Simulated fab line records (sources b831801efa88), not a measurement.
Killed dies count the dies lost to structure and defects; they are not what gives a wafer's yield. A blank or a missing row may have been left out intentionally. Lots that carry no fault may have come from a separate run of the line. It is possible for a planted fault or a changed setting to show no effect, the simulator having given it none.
Which tool did it? | flow gf180mcu | 12 lots with 36 wafers sampled at 5 steps, on a route of 602 steps

WHAT THE GAUGES SHOWED, per wafer
GF_HV_LDD_CD_MEAS_07: the cd target is 400 nm.
lot  | measured     | on        | cd-nm (nm)
L230 | day 9 21:21  | cd-sem-01 | 396.4 396.2 395.3
L231 | day 10 03:37 | cd-sem-02 | 402.1 400.7 401.4
L236 | day 11 18:08 | cd-sem-01 | 398.3 398.3 400.0
L240 | day 13 13:10 | cd-sem-02 | - - -
L242 | day 13 18:19 | cd-sem-01 | - - -
L243 | day 14 00:00 | cd-sem-01 | - - -
L244 | day 14 11:01 | cd-sem-02 | 396.2 396.8 396.5
L245 | day 14 22:44 | cd-sem-02 | 398.1 398.8 399.3
L247 | day 15 10:28 | cd-sem-02 | 400.8 400.7 400.6
L250 | day 16 02:49 | cd-sem-02 | 397.9 398.1 399.4
L252 | day 16 21:16 | cd-sem-01 | 402.7 401.0 402.4
L253 | day 17 00:59 | cd-sem-02 | 400.2 397.7 398.2

GF_HV_LDD_TW_MEAS_23.
lot  | measured     | on            | HV_LDD_2_TW
L230 | day 10 15:07 | film-metro-02 | 1058 1063 1062
L231 | day 10 22:08 | film-metro-03 | 1071 1067 1070
L236 | day 12 13:52 | film-metro-03 | 1073 1066 1069
L240 | day 14 10:10 | film-metro-04 | 2465 2474 2477
L242 | day 14 15:59 | film-metro-04 | 2459 2474 2476
L243 | day 14 21:27 | film-metro-03 | 2465 2450 2466
L244 | day 15 08:56 | film-metro-02 | 1057 1064 1058
L245 | day 15 21:11 | film-metro-03 | 1073 1075 1074
L247 | day 16 08:40 | film-metro-02 | 1068 1070 1071
L250 | day 17 02:01 | film-metro-03 | 1063 1063 1064
L252 | day 17 21:31 | film-metro-02 | 1067 1064 1062
L253 | day 18 01:00 | film-metro-03 | 1065 1075 1071

GF_HV_LDD_TW_MEAS_38.
lot  | measured     | on            | HV_LDD_3_TW
L230 | day 11 10:28 | film-metro-04 | 1436 1442 1441
L231 | day 11 16:45 | film-metro-04 | 1445 1448 1439
L236 | day 13 10:34 | film-metro-02 | 1438 1446 1447
L240 | day 15 07:35 | film-metro-02 | 2556 2556 2552
L242 | day 15 13:52 | film-metro-04 | 2572 2568 2557
L243 | day 15 19:28 | film-metro-03 | 2586 2586 2589
L244 | day 16 07:31 | film-metro-04 | 1439 1446 1449
L245 | day 16 20:26 | film-metro-03 | 1460 1455 1463
L247 | day 17 07:32 | film-metro-03 | 1455 1450 1456
L250 | day 18 02:18 | film-metro-03 | 1452 1446 1456
L252 | day 18 22:04 | film-metro-03 | 1450 1449 1451
L253 | day 19 01:39 | film-metro-03 | 1449 1449 1455

GF_PSD_OVL_MEAS_08.
lot  | measured     | on         | PSD_OVL (nm)
L230 | day 14 02:46 | overlay-01 | -2.7 0.0 -0.8
L231 | day 14 08:27 | overlay-02 | -0.9 -2.2 -0.3
L236 | day 16 06:27 | overlay-01 | 0.9 0.5 2.0
L244 | day 19 08:35 | overlay-01 | -1.6 -0.2 0.7
L245 | day 20 00:41 | overlay-01 | 3.7 2.0 2.8
L247 | day 20 10:32 | overlay-01 | 0.3 -2.8 -1.1
L250 | day 21 06:07 | overlay-02 | -1.4 -2.3 -0.5
L252 | day 22 01:59 | overlay-01 | -2.3 -0.9 1.1
L253 | day 22 04:53 | overlay-01 | 1.0 -0.5 -0.2

TOOL THAT RAN EACH LOT (tool first, then ch and the chambers of the sampled wafers, then the start)
lot  | GF_HV_LDD_COAT_02
L230 | litho-track-01 ch 0, day 9 12:49
L231 | litho-track-04 ch 0, day 9 18:58
L236 | litho-track-02 ch 0, day 11 08:23
L240 | litho-track-01, day 13 02:56
L242 | litho-track-04, day 13 07:07
L243 | litho-track-04, day 13 13:27
L244 | litho-track-04 ch 0, day 14 00:49
L245 | litho-track-01 ch 0, day 14 11:38
L247 | litho-track-01 ch 0, day 14 23:20
L250 | litho-track-04 ch 0, day 15 15:53
L252 | litho-track-01 ch 0, day 16 09:50
L253 | litho-track-01 ch 0, day 16 14:07
- GF_HV_LDD_COAT_02: resist thk 1000 nm.

WHAT THE TOOLS THEMSELVES READ (means of the sampled wafers that have a number; where no wafer has one, the mark that the record gives instead)
GF_HV_LDD_COAT_02.
lot  | tool           | chill-plate-temp-C (C) | dispense-pressure-kPa (kPa)
L230 | litho-track-01 | 22.88                  | 52.2
L231 | litho-track-04 | 23.13                  | 50.5
L236 | litho-track-02 | 22.93                  | 44.1
L240 | litho-track-01 | -                      | -
L242 | litho-track-04 | -                      | -
L243 | litho-track-04 | -                      | -
L244 | litho-track-04 | 23.01                  | 50.5
L245 | litho-track-01 | 22.94                  | 52.2
L247 | litho-track-01 | 23.02                  | 52.2
L250 | litho-track-04 | 23.03                  | 50.5
L252 | litho-track-01 | 22.86                  | 52.2
L253 | litho-track-01 | 23.04                  | 52.2

THE ANSWER, worked out from the rows above alone
Rule: usual is defined by the lots themselves. The widest of any qualifying gaps counts: lots, ordered by their means at a reading, are off when they make up no more than a third of the lots, leave a main group of 4 or more, and stand apart from it by 3 or more times the standard deviation of that group's means. A main group whose means are all the same, to the digits that the tables above print for the reading, isn't used. Also off: a lot with no number at a reading for which 4 or more lots have one. Any other lot the step has rows for is counted as sound. First the gauges in route order, then the tools' own readings, where a lot's mean is used as printed above. The first step at which some lot is off is used, and at that step the reading that is off furthest; a lot without a number counts as furthest.
Off: L240, L242, L243 (GF_HV_LDD_CD_MEAS_07, cd-nm). Without a number there: L240, L242, L243. Mean 399.0 nm and standard deviation 1.9 in the main group.
A tool fits if, at a process step before that reading, it ran every lot that is off, and no sound lot after the first of them. Not tried: the gauges at GF_HV_LDD_CD_MEAS_07; whatever is off there is also off at GF_HV_LDD_TW_MEAS_23, on other tools, and gauge error can't account for it. Not one of the candidates tried fits.

WHAT THE SIMULATOR HAD PUT IN
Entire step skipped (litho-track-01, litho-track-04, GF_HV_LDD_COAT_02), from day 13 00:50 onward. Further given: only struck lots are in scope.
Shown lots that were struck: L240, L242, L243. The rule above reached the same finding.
